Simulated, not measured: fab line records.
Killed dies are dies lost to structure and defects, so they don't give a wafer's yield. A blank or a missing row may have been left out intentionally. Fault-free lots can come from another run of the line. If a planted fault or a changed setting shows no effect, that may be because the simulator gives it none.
fab line records	flow sky130
record lots=6	wafers=18	last_day=50
route steps=708 shown FIELD_ISO@21 NWELL@32 DNWELL@35 PWDE@45 SONOS_ONO@183 PAD_OPEN@708
lots that met no fault: from a run of the same line without faults
start_h: the number of hours between the record's first day and the start of the first shown wafer of the lot	wait_h: time in hours since the lot's previous step	" the same as in the row above	L1.1+2: a row that stands for several wafers	- either no value or no given start	* or withheld: withheld	< > ~ a bound
route shown NAME@n: a module of which the file shows steps, and the number in the route of the first	usual: mean/standard deviation taken from wafers without a fault	same: alike in all rows	chamber/n: place in a boat	sites: each site's reading	_std_site: the standard deviation of these	_edge_site: inner sites' mean taken away from outer sites' mean	radius_mm: how far each site lies from the wafer's centre	mask NAME#n: copy n	behind: the most recent tool/chamber to have shaped the wafer	hold: why the lot was held/for how many hours/how that ended	device: names the non-switching transistor (n, p or np)	end of line: the route-end tests of the same wafers	step lacking rows: just its recipe	killed: dies lost to structure and defects at the first sort, not the wafer's yield	map: a wafer's dies, x killed, . not, _ none there
set.NAME: the setting that was run; set.NAME@STEP: the one run at that earlier step	model.NAME: the simulator's own value behind a step, which no gauge read
certain route steps with their lots: each step a table, each wafer a row
services: from which hour (start_h, from the record's first day; less than 0 if before it) a tool's chamber was out of use, for how many hours, and why
## steps
# step SKY_FIELD_ISO_CLEAN_20
# recipe chemistry=dHF	time_s=20	dilution=100:1
# step SKY_FIELD_ISO_WET_ETCH_21
# recipe chemistry=dHF	dilution=100:1	target_depth_nm=20	dry=ipa_marangoni	target=SiO2	temp_c=25	time_s=400
# step SKY_FIELD_ISO_OXIDATION_22
# recipe temp_c=950	ambient=O2	stabilise_s=600	purge_s=300	target_thk_a=100	ox_time_s=623
# step SKY_FIELD_ISO_THK_MEAS_23
# recipe reads=SiO2_of_FIELD_ISO_OXIDATION_22
# usual FIELD_ISO_OXIDATION_01_THK=9.92/0.15
lot.wafer	tool	chamber	start_h	wait_h	FIELD_ISO_OXIDATION_01_THK[nm]
L534.1	film_metro-03	-	54.73	0.0	9.89
L534.4	"	-	"	"	9.96
L534.6	"	-	"	"	9.64
L539.3	film_metro-03	-	77.75	0.0	9.72
L539.5	"	-	"	"	9.75
L539.6	"	-	"	"	9.76
L542.1	film_metro-03	-	95.42	0.0	9.75
L542.4	"	-	"	"	9.71
L542.6	"	-	"	"	9.87
L543.2	film_metro-04	-	98.64	0.0	9.97
L543.3	"	-	"	"	9.84
L543.6	"	-	"	"	9.73
L546.1	film_metro-02	-	116.70	0.0	9.95
L546.2	"	-	"	"	10.19
L546.4	"	-	"	"	9.97
L553.3	film_metro-04	-	154.78	0.0	9.86
L553.4	"	-	"	"	9.88
L553.5	"	-	"	"	9.85
# step SKY_FIELD_ISO_CVD_24
# recipe material=SiO2	target_thk_nm=595	temp_c=650	sigma_open_frac=0.3	time_s=99.2	sih4_flow_sccm=60	pressure_mtorr=6
# step SKY_FIELD_ISO_THK_MEAS_25
# recipe reads=SiO2_of_FIELD_ISO_CVD_24
# usual FIELD_ISO_CVD_24_THK=595/4.9
lot.wafer	tool	chamber	start_h	wait_h	FIELD_ISO_CVD_24_THK[nm]
L534.1	film_metro-02	-	54.86	0.0	592
L534.4	"	-	"	"	595
L534.6	"	-	"	"	598
L539.3	film_metro-04	-	77.89	0.1	595
L539.5	"	-	"	"	604
L539.6	"	-	"	"	598
L542.1	film_metro-04	-	95.55	0.0	604
L542.4	"	-	"	"	595
L542.6	"	-	"	"	598
L543.2	film_metro-03	-	98.77	0.0	585
L543.3	"	-	"	"	594
L543.6	"	-	"	"	596
L546.1	film_metro-04	-	116.83	0.0	599
L546.2	"	-	"	"	597
L546.4	"	-	"	"	601
L553.3	film_metro-03	-	154.92	0.1	592
L553.4	"	-	"	"	595
L553.5	"	-	"	"	594
# step SKY_FIELD_ISO_ANNEAL_26
# recipe temp_c=1000	time_s=1800	ambient=N2
# step SKY_FIELD_ISO_CMP_27
# recipe stop_on=Si3N4	t_overpolish_s=16	down_force_psi=4	platen_rpm=60	target_thk_nm=457.8	pad_velocity_m_s=0.94248
# usual head_pressure_psi=4.001/0.0088	motor_current_A=12.7/1.2	overpolish_run_s=16.000/0.0084	time_to_endpoint_s=112/3.8
lot.wafer	tool	chamber	start_h	wait_h	head_pressure_psi	motor_current_A	overpolish_run_s	time_to_endpoint_s
L534.1	cmp-01	2	56.47	0.1	3.997	11.4	16.009	114
L534.4	"	0	"	"	4.001	11.1	16.017	113
L534.6	"	1	"	"	3.983	12.5	15.998	115
L539.3	cmp-01	3	79.48	0.1	3.997	10.9	16.000	116
L539.6	"	2	"	"	4.011	11.0	16.000	113
L539.5	"	3	"	"	4.010	11.4	16.003	114
L542.1	cmp-02	0	97.76	0.1	4.007	12.5	15.994	114
L542.4	"	1	"	"	4.023	13.7	16.001	113
L542.6	"	3	"	"	3.990	12.8	15.992	117
L543.3	cmp-02	3	100.37	0.1	4.010	12.6	16.004	112
L543.2	"	1	"	"	3.998	13.8	15.994	112
L543.6	"	3	"	"	4.003	12.3	16.006	115
L546.2	cmp-01	3	119.71	0.0	4.002	11.6	16.017	112
L546.1	"	0	"	"	4.007	11.8	16.000	112
L546.4	"	1	"	"	4.001	12.9	16.011	112
L553.3	cmp-02	3	156.46	0.0	4.016	12.4	15.998	108
L553.4	"	0	"	"	3.988	12.9	16.005	107
L553.5	"	0	"	"	3.989	12.7	15.987	107
# step SKY_FIELD_ISO_WET_ETCH_28
# recipe chemistry=dHF	target_depth_nm=23.7	target=SiO2	dilution=10:1	temp_c=25	time_s=47
# step SKY_FIELD_ISO_WET_ETCH_29
# recipe chemistry=H3PO4	target_depth_nm=160	target=Si3N4	temp_c=160	time_s=1825
# step SKY_FIELD_ISO_WET_ETCH_30
# recipe chemistry=dHF	target_depth_nm=25	target=SiO2	dilution=10:1	temp_c=25	time_s=50
# step SKY_NWELL_CLEAN_00
# recipe chemistry=SC1/SC2	mix=1:4:20	temp_c=70	time_s=150	dry=n2_spin
# step SKY_NWELL_OXIDATION_01
# recipe temp_c=900	ambient=O2	stabilise_s=600	purge_s=300	target_thk_a=100	ox_time_s=1418
# usual spike_tc_bottom_C=919.4/0.96	spike_tc_centre_C=900.2/0.95	spike_tc_lower_C=901.6/1.8	spike_tc_top_C=910.9/1.2	spike_tc_upper_C=900.0/1.1	tube_center_temp_C=900/0.08	tube_center_temp_C_max=902.3/0.34	zone_power_centre_pct=18.07/0.18
# same ox_time_s=1418	purge_s=300
lot.wafer	tool	chamber	start_h	wait_h	spike_tc_bottom_C	spike_tc_centre_C	spike_tc_lower_C	spike_tc_top_C	spike_tc_upper_C	tube_center_temp_C	tube_center_temp_C_max	zone_power_centre_pct	model.SiO2_of_NWELL_OXIDATION_01.thk_nm
L534.1	furnace-01	0	57.33	0.0	919.7	898.8	904.5	913.1	900.2	899.85	902.3	18.35	9.906
L534.4	"	0	"	"	918.9	899.0	902.3	911.4	898.2	900.1	902.3	18.28	10.13
L534.6	"	0	"	"	918.5	900.7	903.2	911.3	899.0	900.02	902.4	17.98	10
L539.3	furnace-01	0	80.33	0.0	918.6	900.3	902.3	910.7	899.0	900.14	902.1	17.91	10.2
L539.5	"	0	"	"	920.2	900.2	904.3	910.1	899.1	899.98	901.9	18.11	10.18
L539.6	"	0	"	"	919.1	899.4	902.5	910.5	901.0	900.01	902.7	18.27	9.926
L542.1	furnace-01	0	100.32	1.2	933.6	916.7	920.3	926.9	914.0	916.4	918.8	19.18	12
L542.4	"	0	"	"	935.8	915.4	918.6	927.7	915.8	916.33	918.8	18.95	11.99
L542.6	"	0	"	"	936.3	915.6	919.5	929.3	915.2	916.46	918.9	18.69	11.97
L543.2	furnace-01	0	103.23	2.0	935.8	916.8	918.8	926.5	914.7	916.45	919.0	18.89	11.95
L543.3	"	0	"	"	935.3	915.2	920.2	930.4	916.3	916.48	918.6	18.98	12.02
L543.6	"	0	"	"	936.1	917.1	919.4	928.6	916.5	916.59	918.9	19.01	12.11
L546.1	furnace-02	0	122.22	1.6	918.7	900.4	899.8	910.1	901.1	899.98	902.2	18.17	10.11
L546.2	"	0	"	"	918.1	899.1	898.6	911.4	900.2	900	902.1	17.97	10.05
L546.4	"	0	"	"	919.4	901.6	899.6	911.3	903.1	899.99	902.2	18.01	10.19
L553.3	furnace-02	0	157.71	0.3	920.0	899.2	900.5	909.4	899.2	899.88	901.7	18.25	10.11
L553.4	"	0	"	"	919.5	899.3	901.4	910.0	900.1	899.86	901.7	18.06	10.09
L553.5	"	0	"	"	919.7	900.8	900.2	909.4	900.4	900.08	902.3	17.97	10.24
# step SKY_NWELL_THK_MEAS_02
# recipe reads=SiO2_of_NWELL_OXIDATION_01
# usual NWELL_OXIDATION_THK=10.03/0.18
lot.wafer	tool	chamber	start_h	wait_h	NWELL_OXIDATION_THK[nm]
L534.1	film_metro-01	-	58.73	0.0	9.86
L534.4	"	-	"	"	10.14
L534.6	"	-	"	"	10.03
L539.3	film_metro-03	-	81.75	0.0	10.21
L539.5	"	-	"	"	10.14
L539.6	"	-	"	"	9.92
L542.1	film_metro-03	-	101.72	0.0	12.01
L542.4	"	-	"	"	11.97
L542.6	"	-	"	"	11.95
L543.2	film_metro-03	-	104.63	0.0	11.99
L543.3	"	-	"	"	11.98
L543.6	"	-	"	"	12.10
L546.1	film_metro-01	-	123.62	0.0	10.12
L546.2	"	-	"	"	10.04
L546.4	"	-	"	"	10.19
L553.3	film_metro-02	-	159.12	0.0	10.10
L553.4	"	-	"	"	10.07
L553.5	"	-	"	"	10.27
# step SKY_DNWELL_DEHYDRATE_00
# recipe temp_c=200	time_s=60
# step SKY_DNWELL_HMDS_01
# recipe prime_time_s=60	prime_temp_c=120
# step SKY_DNWELL_COAT_02
# recipe spin_rpm=2000	resist_thk_nm=3000
# step SKY_DNWELL_SOFTBAKE_03
# recipe temp_c=110	time_s=withheld
# step SKY_DNWELL_EXPOSE_04
# recipe mask_id=DNM	na=0.57	target_cd_nm=3000	dose_mj=222
# step SKY_DNWELL_PEB_05
# recipe temp_c=115	time_s=withheld
# step SKY_DNWELL_DEVELOP_06
# recipe wall_angle_deg=90	developer=TMAH	develop_time_s=60	dev_temp_c=23
# step SKY_DNWELL_IMPLANT_07
# recipe species=P	energy_kev=withheld	dose_cm2=withheld	tilt_deg=withheld
# step SKY_DNWELL_STRIP_08
# recipe chemistry=O2/N2	power_w=1400	pressure_mtorr=1500	platen_temp_c=withheld	o2_flow_sccm=3000	n2_flow_sccm=300	overash_fraction=0.5
# usual drypump_motor_current_A=5.6/0.67	o2_flow_sccm=3000/8.7	oes_product_au=0.723/0.0047	strip_time_to_endpoint_s=36.92/0.1
lot.wafer	tool	chamber	start_h	wait_h	drypump_motor_current_A	o2_flow_sccm	oes_product_au	rf_hours_counter_h	strip_time_to_endpoint_s
L534.1	plasma_asher-01	0	74.66	0.1	5.2	2988	0.721	27	36.84
L534.4	"	0	"	"	5.2	2999	0.733	-	36.80
L534.6	"	0	"	"	5.2	2989	0.727	-	36.81
L539.3	plasma_asher-03	0	99.59	0.1	6.2	2998	0.713	-	36.92
L539.5	"	0	"	"	6.2	2991	0.723	-	36.94
L539.6	"	1	"	"	4.9	3014	0.722	-	36.85
L542.1	plasma_asher-02	1	118.17	0.1	4.8	2996	0.723	41	37.00
L542.4	"	1	"	"	4.8	3000	0.724	-	36.96
L542.6	"	0	"	"	6.4	3017	0.731	-	37.06
L543.2	plasma_asher-02	0	122.22	0.1	6.4	3002	0.722	42	36.91
L543.3	"	1	"	"	4.9	3004	0.729	-	36.82
L543.6	"	1	"	"	4.9	2994	0.719	-	36.80
L546.1	plasma_asher-03	0	141.96	0.1	6.3	2997	0.726	47	36.97
L546.2	"	1	"	"	4.9	2985	0.724	47	36.87
L546.4	"	0	"	"	6.3	2994	0.726	-	36.96
L553.3	plasma_asher-02	0	179.30	0.1	6.4	2999	0.721	-	36.99
L553.4	"	1	"	"	4.9	3003	0.728	-	36.96
L553.5	"	1	"	"	4.9	3006	0.721	-	37.13
# step SKY_DNWELL_TW_MEAS_09
# usual DNWELL_TW=1112/6
lot.wafer	tool	chamber	start_h	wait_h	DNWELL_TW
L534.1	film_metro-01	-	74.76	0.1	1114
L534.4	"	-	"	"	1112
L534.6	"	-	"	"	1113
L539.3	film_metro-01	-	99.68	0.1	1113
L539.5	"	-	"	"	1111
L539.6	"	-	"	"	1116
L542.1	film_metro-01	-	118.27	0.1	1106
L542.4	"	-	"	"	1114
L542.6	"	-	"	"	1109
L543.2	film_metro-01	-	122.33	0.1	1103
L543.3	"	-	"	"	1109
L543.6	"	-	"	"	1105
L546.1	film_metro-02	-	142.06	0.1	1115
L546.2	"	-	"	"	1113
L546.4	"	-	"	"	1109
L553.3	film_metro-01	-	179.38	0.1	1118
L553.4	"	-	"	"	1116
L553.5	"	-	"	"	1115
# step SKY_PWDE_DEHYDRATE_00
# recipe temp_c=200	time_s=60
# step SKY_PWDE_HMDS_01
# recipe prime_time_s=60	prime_temp_c=120
# step SKY_PWDE_COAT_02
# recipe spin_rpm=2000	resist_thk_nm=3000
# step SKY_PWDE_SOFTBAKE_03
# recipe temp_c=110	time_s=withheld
# step SKY_PWDE_EXPOSE_04
# recipe mask_id=PWDEM	na=0.6	source_shape=conventional	sigma_outer=0.6	polarization=unpolarized	target_cd_nm=840	dose_mj=214
# step SKY_PWDE_PEB_05
# recipe temp_c=115	time_s=withheld
# step SKY_PWDE_DEVELOP_06
# recipe wall_angle_deg=90	developer=TMAH	develop_time_s=60	dev_temp_c=23
# step SKY_PWDE_OVL_MEAS_07
# usual PWDE_OVL=1.5/1.6
lot.wafer	tool	chamber	start_h	wait_h	PWDE_OVL[nm]
L534.1	overlay-02	-	91.26	-	2.9
L534.4	"	-	"	"	1.9
L534.6	"	-	"	"	2.5
L539.3	overlay-01	-	116.15	-	1.7
L539.5	"	-	"	"	-0.1
L539.6	"	-	"	"	1.0
L542.1	overlay-01	-	136.66	-	4.7
L542.4	"	-	"	"	2.0
L542.6	"	-	"	"	3.0
L543.2	overlay-01	-	140.46	-	2.5
L543.3	"	-	"	"	0.8
L543.6	"	-	"	"	2.9
L546.1	overlay-02	-	162.09	-	-1.8
L546.2	"	-	"	"	-0.3
L546.4	"	-	"	"	1.3
L553.3	overlay-01	-	200.35	-	-0.7
L553.4	"	-	"	"	-2.0
L553.5	"	-	"	"	0.5
# step SKY_PWDE_IMPLANT_08
# recipe species=B	energy_kev=150	dose_cm2=3.6e+12	tilt_deg=withheld
# step SKY_PWDE_STRIP_09
# recipe chemistry=O2/N2	power_w=1400	pressure_mtorr=1500	platen_temp_c=withheld	o2_flow_sccm=3000	n2_flow_sccm=300	overash_fraction=0.5
# usual drypump_motor_current_A=5.6/0.41	o2_flow_sccm=3000/9	oes_product_au=0.722/0.0042	strip_time_to_endpoint_s=36.95/0.099
lot.wafer	tool	chamber	start_h	wait_h	drypump_motor_current_A	o2_flow_sccm	oes_product_au	rf_hours_counter_h	strip_time_to_endpoint_s
L534.1	plasma_asher-04	1	91.44	0.1	5.8	3003	0.717	41	36.85
L534.4	"	1	"	"	5.8	2980	0.720	-	36.98
L534.6	"	1	"	"	5.9	2997	0.723	-	36.79
L539.3	plasma_asher-01	1	116.36	0.1	5.8	3003	0.725	-	37.01
L539.5	"	1	"	"	5.8	3003	0.731	-	37.11
L539.6	"	0	"	"	5.2	2994	0.725	-	37.11
L542.1	plasma_asher-03	0	136.85	0.1	6.3	2999	0.725	47	36.93
L542.4	"	1	"	"	4.9	2996	0.719	-	37.07
L542.6	"	0	"	"	6.3	3019	0.722	-	36.98
L543.2	plasma_asher-04	0	140.64	0.1	5.6	2997	0.722	2	37.11
L543.3	"	1	"	"	5.8	3002	0.721	-	36.87
L543.6	"	0	"	"	5.6	3004	0.726	-	36.98
L546.1	plasma_asher-04	1	162.28	0.1	5.8	3023	0.717	4	37.07
L546.2	"	0	"	"	5.6	3004	0.724	4	36.99
L546.4	"	1	"	"	5.8	3010	0.724	-	36.94
L553.3	plasma_asher-03	0	200.56	0.1	6.3	3005	0.727	-	37.03
L553.4	"	1	"	"	4.9	3013	0.717	-	36.92
L553.5	"	1	"	"	4.9	2998	0.723	-	36.96
# step SKY_PWDE_TW_MEAS_10
# usual PWDE_TW=373.1/1.8
lot.wafer	tool	chamber	start_h	wait_h	PWDE_TW
L534.1	film_metro-03	-	91.54	0.1	370.8
L534.4	"	-	"	"	372.8
L534.6	"	-	"	"	370.3
L539.3	film_metro-01	-	116.45	0.1	375.0
L539.5	"	-	"	"	373.5
L539.6	"	-	"	"	374.7
L542.1	film_metro-01	-	136.95	0.1	370.0
L542.4	"	-	"	"	372.0
L542.6	"	-	"	"	369.7
L543.2	film_metro-02	-	140.75	0.1	377.0
L543.3	"	-	"	"	375.2
L543.6	"	-	"	"	375.7
L546.1	film_metro-03	-	162.38	0.1	370.9
L546.2	"	-	"	"	370.8
L546.4	"	-	"	"	371.9
L553.3	film_metro-03	-	200.65	0.1	371.1
L553.4	"	-	"	"	373.5
L553.5	"	-	"	"	371.4
# step SKY_NWELL_DEHYDRATE_03
# recipe temp_c=200	time_s=60
# step SKY_NWELL_HMDS_04
# recipe prime_time_s=60	prime_temp_c=120
# step SKY_NWELL_COAT_05
# recipe spin_rpm=2000	resist_thk_nm=3000
# step SKY_NWELL_SOFTBAKE_06
# recipe temp_c=110	time_s=withheld
# step SKY_NWELL_EXPOSE_07
# recipe mask_id=NWM	na=0.6	source_shape=conventional	sigma_outer=0.6	polarization=unpolarized	target_cd_nm=840	dose_mj=255
# step SKY_NWELL_PEB_08
# recipe temp_c=115	time_s=withheld
# step SKY_NWELL_DEVELOP_09
# recipe wall_angle_deg=90	developer=TMAH	develop_time_s=60	dev_temp_c=23
# step SKY_SONOS_ONO_ETCH_15
# recipe target_depth_nm=19.52	chemistry=CHF3/O2	source_w=600	bias_w=200	pressure_mtorr=40	chf3_flow_sccm=50	O2_flow_sccm=5	time_s=7.8
# usual chf3_flow_sccm=50.00/0.14	drypump_motor_current_A=5.8/0.49	oes_product_au=1.000/0.0087	throttle_valve_pct=8.825/0.01
lot.wafer	tool	chamber	start_h	wait_h	chf3_flow_sccm	drypump_motor_current_A	oes_product_au	rf_hours_counter_h	throttle_valve_pct	model.SiO2_of_NWELL_OXIDATION_01.thk_nm
L534.1	rie_diel-03	3	304.01	0.0	49.96	5.1	1.009	74	8.817	5.367
L534.4	"	1	"	"	49.95	5.6	0.998	-	8.830	5.639
L534.6	"	3	"	"	50.09	5.1	1.004	-	8.838	5.482
L539.3	rie_diel-03	3	348.07	0.0	50.23	5.0	1.005	74	8.819	5.649
L539.5	"	3	"	"	49.99	5.1	0.994	-	8.812	5.668
L539.6	"	2	"	"	49.81	6.0	0.981	-	8.829	5.473
L542.1	rie_diel-01	2	375.27	0.0	50.07	5.8	1.007	14	8.828	7.434
L542.4	"	0	"	"	50.00	5.3	1.006	94	8.824	7.424
L542.6	"	1	"	"	49.87	6.1	1.000	-	8.819	7.411
L543.2	rie_diel-02	2	383.55	0.0	50.29	6.6	0.992	6	8.830	7.487
L543.3	"	1	"	"	50.05	5.9	1.000	5	8.816	7.509
L543.6	"	0	"	"	49.81	6.1	1.004	-	8.832	7.603
L546.1	rie_diel-01	0	412.20	0.0	49.99	5.4	1.000	95	8.816	5.606
L546.2	"	2	"	"	49.82	5.8	0.998	15	8.828	5.513
L546.4	"	3	"	"	49.86	5.0	1.000	105	8.810	5.676
L553.3	rie_diel-02	0	468.01	0.0	50.06	6.1	1.010	29	8.828	5.547
L553.4	"	1	"	"	50.31	5.9	0.998	7	8.827	5.554
L553.5	"	1	"	"	50.13	5.9	1.005	-	8.820	5.707
# step SKY_PAD_OPEN_PROBE_99
# usual killed_at_M0_to_M3=43/6.8	killed_at_M4_up=3.2/1.8	killed_at_contacts=24/5.2	killed_at_front_end=15/4.2	killed_at_other=0.4/0.62	killed_dies=85/8.7	killed_open=46/6.7	killed_short=39/5.9
# same gross_dies=492	killed_at_back_side=0
lot.wafer	tool	chamber	start_h	wait_h	killed_at_M0_to_M3	killed_at_M4_up	killed_at_contacts	killed_at_front_end	killed_at_other	killed_dies	killed_open	killed_short	model.etest.pfet_01v8_mvt.vt_v	model.etest.pfet_01v8_mvt.vt_long_v	model.etest.pfet_16v.vt_v	model.etest.pfet_g5v0d10v5.vt_long_v
L534.1	prober-02	-	1091.49	0.1	46	9	16	20	1	92	45	47	-0.6763	-0.8724	-1.112	-0.9383
L534.4	prober-02	-	1091.64	0.2	26	5	26	12	1	70	34	36	-0.6815	-0.8731	-1.111	-0.9401
L534.6	prober-02	-	1091.74	0.2	52	7	26	18	0	103	48	55	-0.6711	-0.8682	-1.094	-0.9227
L539.3	prober-01	-	1124.96	0.2	33	2	24	10	0	69	35	34	-0.6655	-0.8697	-1.079	-0.9118
L539.5	prober-01	-	1125.06	0.2	34	5	23	16	0	78	46	32	-0.6722	-0.8778	-1.087	-0.9207
L539.6	prober-01	-	1125.11	0.2	45	5	28	4	0	82	53	29	-0.662	-0.8687	-1.08	-0.9147
L542.1	prober-01	-	1139.70	0.1	49	2	27	18	2	98	60	37	-0.6904	-0.8934	-1.144	-0.9719
L542.4	prober-01	-	1139.85	0.2	49	5	26	20	0	100	57	43	-0.6867	-0.8836	-1.144	-0.9639
L542.6	prober-01	-	1139.95	0.2	38	4	20	20	0	82	44	38	-0.689	-0.8847	-1.139	-0.9659
L543.2	prober-01	-	1147.37	0.1	46	6	21	13	0	86	45	41	-0.6611	-0.8726	-1.109	-0.9413
L543.3	prober-01	-	1147.42	0.2	33	4	20	18	0	75	32	43	-0.6539	-0.8695	-1.102	-0.9323
L543.6	prober-01	-	1147.57	0.2	41	4	27	14	0	86	37	49	-0.6604	-0.875	-1.112	-0.9439
L546.1	prober-02	-	1163.92	0.1	41	1	20	22	0	84	46	38	-0.6694	-0.8712	-1.112	-0.9388
L546.2	prober-02	-	1163.97	0.1	46	4	23	22	0	95	56	39	-0.6556	-0.8639	-1.11	-0.939
L546.4	prober-02	-	1164.07	0.2	45	3	26	20	0	94	47	47	-0.6535	-0.8586	-1.1	-0.9361
L553.3	prober-01	-	1191.26	0.2	45	1	20	17	1	84	51	32	-0.6873	-0.8888	-1.126	-0.9486
L553.4	prober-01	-	1191.31	0.2	48	5	18	10	0	81	47	34	-0.69	-0.8917	-1.133	-0.953
L553.5	prober-01	-	1191.36	0.2	27	1	19	17	1	65	37	27	-0.6894	-0.8902	-1.133	-0.9526
# killed by level:class
L534.1 VIA3:geometric_particle:open=8 VIA1:geometric_particle:short=7 CONTACT:geometric_particle:open=7 VIA1:geometric_particle:open=7 METAL4:geometric_particle:short=7 POLY_GATE:geometric_particle:open=6 METAL1:geometric_particle:short=6 FIELD_ISO:geometric_particle:open=5
L534.4 CONTACT:geometric_particle:short=9 CONTACT:geometric_particle:open=6 FIELD_ISO:geometric_particle:open=4 FIELD_ISO:geometric_particle:short=4 VIA1:geometric_particle:open=4 LI_CONTACT:geometric_particle:open=4 VIA2:geometric_particle:open=4 LI_CONTACT:geometric_particle:short=3
L534.6 METAL2:geometric_particle:short=11 CONTACT:geometric_particle:open=10 VIA1:geometric_particle:open=8 VIA2:geometric_particle:open=7 VIA3:geometric_particle:open=7 CONTACT:geometric_particle:short=6 VIA1:geometric_particle:short=6 METAL4:geometric_particle:short=6
L539.3 LOCAL_INTERCONNECT:geometric_particle:short=8 VIA1:geometric_particle:open=6 LI_CONTACT:geometric_particle:open=6 METAL1:geometric_particle:short=6 VIA3:geometric_particle:open=6 CONTACT:geometric_particle:open=5 METAL2:geometric_particle:short=4 FIELD_ISO:geometric_particle:short=3
L539.5 LI_CONTACT:geometric_particle:open=9 FIELD_ISO:geometric_particle:open=7 VIA1:geometric_particle:open=7 VIA2:geometric_particle:open=7 CONTACT:geometric_particle:open=4 METAL1:geometric_particle:short=4 VIA1:geometric_particle:short=4 CONTACT:geometric_particle:short=3
L539.6 VIA1:geometric_particle:open=17 CONTACT:geometric_particle:open=14 METAL1:geometric_particle:short=8 VIA2:geometric_particle:open=7 LI_CONTACT:geometric_particle:open=5 LOCAL_INTERCONNECT:geometric_particle:short=4 VIA1:geometric_particle:short=4 METAL4:geometric_particle:short=4
L542.1 CONTACT:geometric_particle:open=12 LI_CONTACT:geometric_particle:open=10 VIA1:geometric_particle:open=9 VIA3:geometric_particle:open=9 METAL2:geometric_particle:short=6 METAL1:geometric_particle:short=5 VIA2:geometric_particle:open=5 FIELD_ISO:geometric_particle:open=4
L542.4 VIA1:geometric_particle:open=15 CONTACT:geometric_particle:open=10 LI_CONTACT:geometric_particle:open=9 FIELD_ISO:geometric_particle:open=8 METAL2:geometric_particle:short=6 FIELD_ISO:geometric_particle:short=5 VIA1:geometric_particle:short=5 VIA2:geometric_particle:short=5
L542.6 VIA3:geometric_particle:open=9 POLY_GATE:geometric_particle:open=7 CONTACT:geometric_particle:open=7 FIELD_ISO:geometric_particle:short=6 CONTACT:geometric_particle:short=6 LI_CONTACT:geometric_particle:open=5 VIA1:geometric_particle:short=5 VIA1:geometric_particle:open=5
L543.2 METAL1:geometric_particle:short=13 CONTACT:geometric_particle:open=7 LI_CONTACT:geometric_particle:open=6 METAL2:geometric_particle:short=6 POLY_GATE:geometric_particle:open=5 VIA1:geometric_particle:open=5 VIA2:geometric_particle:open=5 VIA3:geometric_particle:open=5
L543.3 CONTACT:geometric_particle:short=7 CONTACT:geometric_particle:open=6 METAL1:geometric_particle:short=5 VIA2:geometric_particle:open=5 FIELD_ISO:geometric_particle:open=4 LOCAL_INTERCONNECT:geometric_particle:short=4 METAL3:geometric_particle:short=4 METAL1:geometric_particle:open=4
L543.6 CONTACT:geometric_particle:open=11 METAL1:geometric_particle:short=11 FIELD_ISO:geometric_particle:short=6 CONTACT:geometric_particle:short=6 VIA1:geometric_particle:open=6 LI_CONTACT:geometric_particle:open=5 LOCAL_INTERCONNECT:geometric_particle:short=4 VIA2:geometric_particle:short=4
L546.1 VIA1:geometric_particle:open=12 CONTACT:geometric_particle:open=11 METAL2:geometric_particle:short=9 FIELD_ISO:geometric_particle:open=7 POLY_GATE:geometric_particle:short=6 FIELD_ISO:geometric_particle:short=5 CONTACT:geometric_particle:short=4 METAL1:geometric_particle:open=4
L546.2 VIA2:geometric_particle:open=10 VIA3:geometric_particle:open=10 VIA1:geometric_particle:open=10 CONTACT:geometric_particle:open=9 FIELD_ISO:geometric_particle:short=7 LI_CONTACT:geometric_particle:open=5 POLY_GATE:geometric_particle:short=5 FIELD_ISO:geometric_particle:open=4
L546.4 CONTACT:geometric_particle:open=9 LOCAL_INTERCONNECT:geometric_particle:short=8 VIA2:geometric_particle:open=8 FIELD_ISO:geometric_particle:short=7 METAL1:geometric_particle:short=7 VIA1:geometric_particle:open=7 FIELD_ISO:geometric_particle:open=5 METAL2:geometric_particle:open=5
L553.3 CONTACT:geometric_particle:open=12 VIA3:geometric_particle:open=10 VIA2:geometric_particle:open=7 VIA1:geometric_particle:open=7 FIELD_ISO:geometric_particle:short=5 FIELD_ISO:geometric_particle:open=4 LI_CONTACT:geometric_particle:open=4 VIA2:geometric_particle:short=4
L553.4 VIA3:geometric_particle:open=10 VIA1:geometric_particle:open=9 VIA2:geometric_particle:open=9 CONTACT:geometric_particle:open=8 LI_CONTACT:geometric_particle:open=6 FIELD_ISO:geometric_particle:short=5 METAL4:geometric_particle:short=5 VIA1:geometric_particle:short=4
L553.5 LI_CONTACT:geometric_particle:open=10 VIA2:geometric_particle:open=6 CONTACT:geometric_particle:short=4 VIA1:geometric_particle:open=4 VIA3:geometric_particle:open=4 FIELD_ISO:geometric_particle:short=3 POLY_GATE:geometric_particle:short=3 SPACER:geometric_particle:open=3
## services
tool	chamber	start_h	hours	kind
cmp-01	-	33.11	2.1	repair
cmp-02	-	45.02	1.7	repair
cmp-02	-	50.18	11.2	pm
cmp-01	-	57.57	5.9	repair
cmp-01	-	59.24	0.5	repair
furnace-01	-	61.63	3.5	pm
cmp-01	-	64.00	4.0	pm
cmp-01	-	98.49	1.0	repair
cmp-02	-	104.91	5.1	repair
plasma_asher-04	-	108.75	9.0	pm
cmp-01	-	118.71	0.4	repair
cmp-02	-	119.58	1.0	repair
plasma_asher-04	-	141.71	4.5	repair
cmp-02	-	149.69	0.6	repair
plasma_asher-02	-	155.94	14.6	pm
cmp-01	-	160.02	0.7	repair
cmp-02	-	166.07	0.2	repair
plasma_asher-03	-	170.99	1.3	repair
plasma_asher-04	-	195.30	4.3	repair
furnace-01	-	229.37	3.2	pm
furnace-01	-	259.33	3.6	pm
furnace-01	-	283.79	5.0	pm
furnace-01	-	397.63	3.7	pm
plasma_asher-03	-	421.28	9.0	pm
## key
first_sign step=SKY_NWELL_OXIDATION_01	reading=tube_center_temp_C	direction=up	sigmas=99+	usual=*	struck=*
effect step=SKY_NWELL_OXIDATION_01	reading=tube_center_temp_C_max	direction=up	sigmas=48	usual=*	struck=*
effect step=SKY_NWELL_THK_MEAS_02	reading=NWELL_OXIDATION_THK	direction=up	sigmas=11	usual=10.03	struck=12.00
model_effect step=SKY_NWELL_OXIDATION_01	value=SiO2_of_NWELL_OXIDATION_01.thk_nm	without=10.08	struck=12.01
model_effect step=SKY_SONOS_ONO_ETCH_15	value=SiO2_of_NWELL_OXIDATION_01.thk_nm	without=5.553	struck=7.478
model_effect step=SKY_PAD_OPEN_PROBE_99	value=etest.pfet_01v8_mvt.vt_v	without=-0.6433	struck=-0.6736
met_at SKY_NWELL_OXIDATION_01
struck_wafers L542.1,L542.4,L542.6,L543.2,L543.3,L543.6
tester_left_out L542,L543
onset_between 80.33 100.32
fault kind=process_parameter_drift	tool=furnace-01	chamber=-	onset_h=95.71	steps=SKY_NWELL_OXIDATION_01	channel=temp_c	offset=*	shape=step	end_h=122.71	acts_in=*	stated=*
# tester_left_out: of these lots the tester's yield and bins aren't shown, on N5 and GAA mostly nor the transistor test; their killed dies are dies lost to structure and defects alone, not to doping, threshold or leakage, so they don't give the yield
